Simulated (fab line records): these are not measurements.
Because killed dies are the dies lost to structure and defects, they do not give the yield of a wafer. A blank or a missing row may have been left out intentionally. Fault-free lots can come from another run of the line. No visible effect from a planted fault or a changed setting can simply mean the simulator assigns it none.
Which tool was responsible? / flow gf180mcu / 12 lots with 36 wafers sampled at 6 steps, on a route of 602 steps

== WHAT EACH GAUGE READ, for each wafer ==
GF_LVPWELL_TW_MEAS_11. Usual: LVPWELL_TW 562, standard deviation 4.5.
lot=L819; measured=day 4 02:47; on=film metro-04; LVPWELL_TW=570 567 564; flag=
lot=L820; measured=day 4 07:07; on=film metro-04; LVPWELL_TW=569 569 567; flag=
lot=L821; measured=day 4 14:31; on=film metro-03; LVPWELL_TW=561 563 561; flag=
lot=L824; measured=day 5 07:10; on=film metro-03; LVPWELL_TW=556 560 557; flag=
lot=L829; measured=day 6 11:35; on=film metro-02; LVPWELL_TW=559 559 559; flag=
lot=L830; measured=day 6 17:20; on=film metro-03; LVPWELL_TW=560 560 561; flag=
lot=L831; measured=day 7 00:29; on=film metro-02; LVPWELL_TW=537 537 537; flag=OFF
lot=L832; measured=day 7 05:31; on=film metro-04; LVPWELL_TW=547 549 546; flag=OFF
lot=L833; measured=day 7 09:49; on=film metro-04; LVPWELL_TW=569 567 570; flag=
lot=L834; measured=day 7 15:25; on=film metro-03; LVPWELL_TW=561 560 562; flag=
lot=L838; measured=day 8 13:27; on=film metro-02; LVPWELL_TW=559 560 559; flag=
lot=L840; measured=day 9 01:01; on=film metro-04; LVPWELL_TW=574 570 571; flag=

GF_VT_IMPLANT_OVL_MEAS_18. Usual: VT_IMPLANT_01_OVL -0.2 nm, standard deviation 1.2.
lot=L819; measured=day 6 12:14; on=overlay-02; VT_IMPLANT_01_OVL (nm)=-0.7 0.3 -0.7; flag=
lot=L820; measured=day 6 17:19; on=overlay-01; VT_IMPLANT_01_OVL (nm)=-1.9 -2.2 -0.7; flag=
lot=L821; measured=day 7 02:26; on=overlay-01; VT_IMPLANT_01_OVL (nm)=1.6 0.0 0.3; flag=
lot=L824; measured=day 7 20:16; on=overlay-01; VT_IMPLANT_01_OVL (nm)=0.1 -0.3 -2.1; flag=
lot=L829; measured=day 9 04:41; on=overlay-02; VT_IMPLANT_01_OVL (nm)=-1.4 -3.1 0.7; flag=
lot=L830; measured=day 9 10:08; on=overlay-02; VT_IMPLANT_01_OVL (nm)=0.4 1.1 0.7; flag=
lot=L831; measured=day 9 17:56; on=overlay-01; VT_IMPLANT_01_OVL (nm)=-1.2 -1.6 -0.8; flag=
lot=L832; measured=day 10 00:05; on=overlay-01; VT_IMPLANT_01_OVL (nm)=0.8 -2.0 -0.7; flag=
lot=L833; measured=day 10 05:11; on=overlay-01; VT_IMPLANT_01_OVL (nm)=0.5 -2.3 -0.2; flag=
lot=L834; measured=day 10 10:35; on=overlay-02; VT_IMPLANT_01_OVL (nm)=0.0 -0.9 -0.1; flag=
lot=L838; measured=day 11 11:32; on=overlay-01; VT_IMPLANT_01_OVL (nm)=-0.8 -1.3 -0.2; flag=
lot=L840; measured=day 12 00:05; on=overlay-01; VT_IMPLANT_01_OVL (nm)=-0.1 0.2 0.0; flag=

GF_VT_IMPLANT_RS_MEAS_48: measures by four-point-probe. Usual: LVPWELL_RS 1196.9 ohm/sq, standard deviation 2.6.
lot=L819; measured=day 7 20:43; on=film metro-02; LVPWELL_RS (ohm/sq)=1199.3 1199.7 1202.7; flag=
lot=L820; measured=day 8 01:31; on=film metro-03; LVPWELL_RS (ohm/sq)=1202.9 1201.2 1198.6; flag=
lot=L821; measured=day 8 11:19; on=film metro-03; LVPWELL_RS (ohm/sq)=1195.9 1197.6 1195.4; flag=
lot=L824; measured=day 9 05:49; on=film metro-03; LVPWELL_RS (ohm/sq)=1195.8 1196.4 1197.3; flag=
lot=L829; measured=day 10 16:19; on=film metro-04; LVPWELL_RS (ohm/sq)=1196.3 1194.5 1194.6; flag=
lot=L830; measured=day 10 22:57; on=film metro-04; LVPWELL_RS (ohm/sq)=1190.9 1193.0 1198.2; flag=
lot=L831; measured=day 11 05:59; on=film metro-03; LVPWELL_RS (ohm/sq)=1349.0 1345.7 1351.9; flag=OFF
lot=L832; measured=day 11 12:34; on=film metro-04; LVPWELL_RS (ohm/sq)=1346.9 1348.9 1350.9; flag=OFF
lot=L833; measured=day 11 19:20; on=film metro-04; LVPWELL_RS (ohm/sq)=1196.4 1202.0 1197.9; flag=
lot=L834; measured=day 11 23:55; on=film metro-04; LVPWELL_RS (ohm/sq)=1191.9 1190.4 1192.0; flag=
lot=L838; measured=day 13 03:43; on=film metro-04; LVPWELL_RS (ohm/sq)=1192.7 1193.8 1196.8; flag=
lot=L840; measured=day 13 16:43; on=film metro-04; LVPWELL_RS (ohm/sq)=1193.7 1194.3 1196.4; flag=

GF_HV_LDD_CD_MEAS_19: the cd target is 400 nm. Usual: 399.8 nm for cd nm, sd 1.7.
lot=L819; measured=day 11 00:31; on=cd sem-02; cd nm (nm)=399.2 403.3 401.6; flag=
lot=L820; measured=day 11 06:28; on=cd sem-01; cd nm (nm)=396.4 398.1 397.6; flag=
lot=L821; measured=day 11 20:07; on=cd sem-02; cd nm (nm)=398.9 399.9 399.1; flag=
lot=L824; measured=day 12 18:27; on=cd sem-01; cd nm (nm)=399.8 401.1 400.0; flag=
lot=L829; measured=day 14 03:39; on=cd sem-01; cd nm (nm)=398.3 397.2 400.5; flag=
lot=L830; measured=day 14 13:07; on=cd sem-02; cd nm (nm)=399.3 399.5 399.0; flag=
lot=L831; measured=day 14 22:38; on=cd sem-02; cd nm (nm)=401.1 400.4 399.2; flag=
lot=L832; measured=day 15 03:22; on=cd sem-02; cd nm (nm)=399.0 400.1 400.8; flag=
lot=L833; measured=day 15 16:19; on=cd sem-02; cd nm (nm)=399.5 398.7 398.8; flag=
lot=L834; measured=day 15 18:48; on=cd sem-02; cd nm (nm)=401.0 404.4 401.4; flag=
lot=L838; measured=day 17 03:23; on=cd sem-01; cd nm (nm)=400.7 401.9 401.8; flag=
lot=L840; measured=day 17 20:28; on=cd sem-02; cd nm (nm)=397.3 398.5 398.9; flag=

== EACH LOT AND THE TOOL THAT RAN IT (in order: tool; ch and the chambers of the sampled wafers; start) ==
lot=L819; GF_LVPWELL_IMPLANT_09=implanter-02 ch 0, day 4 02:32; GF_MVSD_STRIP_10=plasma asher-01 ch 0, day 4 16:14
lot=L820; GF_LVPWELL_IMPLANT_09=implanter-01 ch 0, day 4 06:52; GF_MVSD_STRIP_10=plasma asher-04 ch 0,1, day 4 20:13
lot=L821; GF_LVPWELL_IMPLANT_09=implanter-03 ch 0, day 4 14:16; GF_MVSD_STRIP_10=plasma asher-02 ch 0,1, day 5 05:07
lot=L824; GF_LVPWELL_IMPLANT_09=implanter-02 ch 0, day 5 06:55; GF_MVSD_STRIP_10=plasma asher-04 ch 0,1, day 5 21:20
lot=L829; GF_LVPWELL_IMPLANT_09=implanter-01 ch 0, day 6 11:20; GF_MVSD_STRIP_10=plasma asher-04 ch 0,1, day 7 03:19
lot=L830; GF_LVPWELL_IMPLANT_09=implanter-01 ch 0, day 6 17:06; GF_MVSD_STRIP_10=plasma asher-01 ch 0,1, day 7 09:22
lot=L831; GF_LVPWELL_IMPLANT_09=implanter-01 ch 0, day 7 00:14; GF_MVSD_STRIP_10=plasma asher-01 ch 0, day 7 16:22
lot=L832; GF_LVPWELL_IMPLANT_09=implanter-01 ch 0, day 7 05:07; GF_MVSD_STRIP_10=plasma asher-02 ch 0,1, day 7 21:16
lot=L833; GF_LVPWELL_IMPLANT_09=implanter-03 ch 0, day 7 09:36; GF_MVSD_STRIP_10=plasma asher-01 ch 0,1, day 8 02:18
lot=L834; GF_LVPWELL_IMPLANT_09=implanter-03 ch 0, day 7 15:10; GF_MVSD_STRIP_10=plasma asher-01 ch 0,1, day 8 08:28
lot=L838; GF_LVPWELL_IMPLANT_09=implanter-02 ch 0, day 8 13:14; GF_MVSD_STRIP_10=plasma asher-02 ch 0,1, day 9 06:21
lot=L840; GF_LVPWELL_IMPLANT_09=implanter-02 ch 0, day 9 00:46; GF_MVSD_STRIP_10=plasma asher-04 ch 0,1, day 9 18:37
- GF_LVPWELL_IMPLANT_09
- GF_MVSD_STRIP_10: strips in O2/N2.

== WHAT THE TOOLS THEMSELVES READ (means of the sampled wafers that have a number; where no wafer has one, the mark that the record gives instead) ==
GF_LVPWELL_IMPLANT_09. Usual: dose ions cm2 5.001e+12, standard deviation 5.8e+09; faraday current uA 28.2, standard deviation 0.54.
lot=L819; tool=implanter-02; dose ions cm2=5.000e+12; faraday current uA=28.3; flag=
lot=L820; tool=implanter-01; dose ions cm2=4.997e+12; faraday current uA=29.1; flag=
lot=L821; tool=implanter-03; dose ions cm2=5.003e+12; faraday current uA=28.3; flag=
lot=L824; tool=implanter-02; dose ions cm2=5.004e+12; faraday current uA=27.9; flag=
lot=L829; tool=implanter-01; dose ions cm2=4.994e+12; faraday current uA=28.2; flag=
lot=L830; tool=implanter-01; dose ions cm2=4.996e+12; faraday current uA=28.4; flag=
lot=L831; tool=implanter-01; dose ions cm2=2.184e+12; faraday current uA=12.3; flag=OFF
lot=L832; tool=implanter-01; dose ions cm2=2.176e+12; faraday current uA=12.3; flag=OFF
lot=L833; tool=implanter-03; dose ions cm2=5.003e+12; faraday current uA=28.3; flag=
lot=L834; tool=implanter-03; dose ions cm2=5.002e+12; faraday current uA=28.1; flag=
lot=L838; tool=implanter-02; dose ions cm2=5.004e+12; faraday current uA=27.8; flag=
lot=L840; tool=implanter-02; dose ions cm2=4.998e+12; faraday current uA=28.6; flag=

GF_MVSD_STRIP_10. Usual: drypump motor current A 5.4 A, standard deviation 0.5; heater power w 312 W, standard deviation 26; oes product au 0.722 a.u., standard deviation 0.0049; strip time to endpoint s 37.00 s, standard deviation 0.13.
lot=L819; tool=plasma asher-01; drypump motor current A (A)=6.6; heater power w (W)=304; oes product au (a.u.)=0.722; strip time to endpoint s (s)=37.05; flag=
lot=L820; tool=plasma asher-04; drypump motor current A (A)=5.0; heater power w (W)=320; oes product au (a.u.)=0.726; strip time to endpoint s (s)=37.03; flag=
lot=L821; tool=plasma asher-02; drypump motor current A (A)=5.6; heater power w (W)=264; oes product au (a.u.)=0.721; strip time to endpoint s (s)=36.98; flag=
lot=L824; tool=plasma asher-04; drypump motor current A (A)=5.0; heater power w (W)=320; oes product au (a.u.)=0.721; strip time to endpoint s (s)=37.13; flag=
lot=L829; tool=plasma asher-04; drypump motor current A (A)=5.1; heater power w (W)=320; oes product au (a.u.)=0.725; strip time to endpoint s (s)=37.21; flag=
lot=L830; tool=plasma asher-01; drypump motor current A (A)=5.7; heater power w (W)=322; oes product au (a.u.)=0.723; strip time to endpoint s (s)=37.14; flag=
lot=L831; tool=plasma asher-01; drypump motor current A (A)=6.6; heater power w (W)=310; oes product au (a.u.)=0.722; strip time to endpoint s (s)=37.13; flag=
lot=L832; tool=plasma asher-02; drypump motor current A (A)=5.4; heater power w (W)=295; oes product au (a.u.)=0.723; strip time to endpoint s (s)=37.04; flag=
lot=L833; tool=plasma asher-01; drypump motor current A (A)=6.2; heater power w (W)=321; oes product au (a.u.)=0.727; strip time to endpoint s (s)=37.12; flag=
lot=L834; tool=plasma asher-01; drypump motor current A (A)=5.7; heater power w (W)=324; oes product au (a.u.)=0.725; strip time to endpoint s (s)=36.87; flag=
lot=L838; tool=plasma asher-02; drypump motor current A (A)=5.4; heater power w (W)=295; oes product au (a.u.)=0.726; strip time to endpoint s (s)=37.03; flag=
lot=L840; tool=plasma asher-04; drypump motor current A (A)=5.0; heater power w (W)=328; oes product au (a.u.)=0.727; strip time to endpoint s (s)=37.08; flag=

== THE ANSWER, worked out from the rows above alone ==
Rule: a lot counts as off when the mean over its wafers that have a number is more than 3 standard deviations away from the usual mean. A lot without any number at a reading at which 4 lots or more have one is off too. The other lots that the step has rows for count as sound. After the gauges, taken in route order, come the tools' own readings; for these a lot's mean is taken, as printed above. The first step at which some lot is off is used, and at that step the reading that is off furthest; a lot without a number counts as furthest.
Off: at GF_LVPWELL_TW_MEAS_11 (LVPWELL_TW), L831, L832.
A tool fits if, at a process step before that reading, it ran every lot that is off, and no sound lot after the first of them. The gauges at GF_LVPWELL_TW_MEAS_11 aren't tried: what is off there is off at GF_LVPWELL_IMPLANT_09 too, on other tools, and a gauge's error can't cause that. One candidate fits, namely implanter-01 at GF_LVPWELL_IMPLANT_09. Its last sound lot is L830 (day 6 17:06), its first lot that is off L831 (day 7 00:14): a fault that began between those two fits.
The tool's own readings at GF_LVPWELL_IMPLANT_09 bear it out: on the lots that are off they differ by more than 5 times the standard deviation of the sound lots' means. dose ions cm2 reads 2.180e+12 there against 5.000e+12 on the sound lots; faraday current uA reads 12.3 there against 28.3 on the sound lots.

== WHAT THE SIMULATOR PUT IN ==
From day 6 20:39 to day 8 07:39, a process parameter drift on implanter-01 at GF_LVPWELL_IMPLANT_09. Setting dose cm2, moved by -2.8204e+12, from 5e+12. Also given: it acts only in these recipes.
Struck lots among those shown: L831, L832. This agrees with what the rule above found.
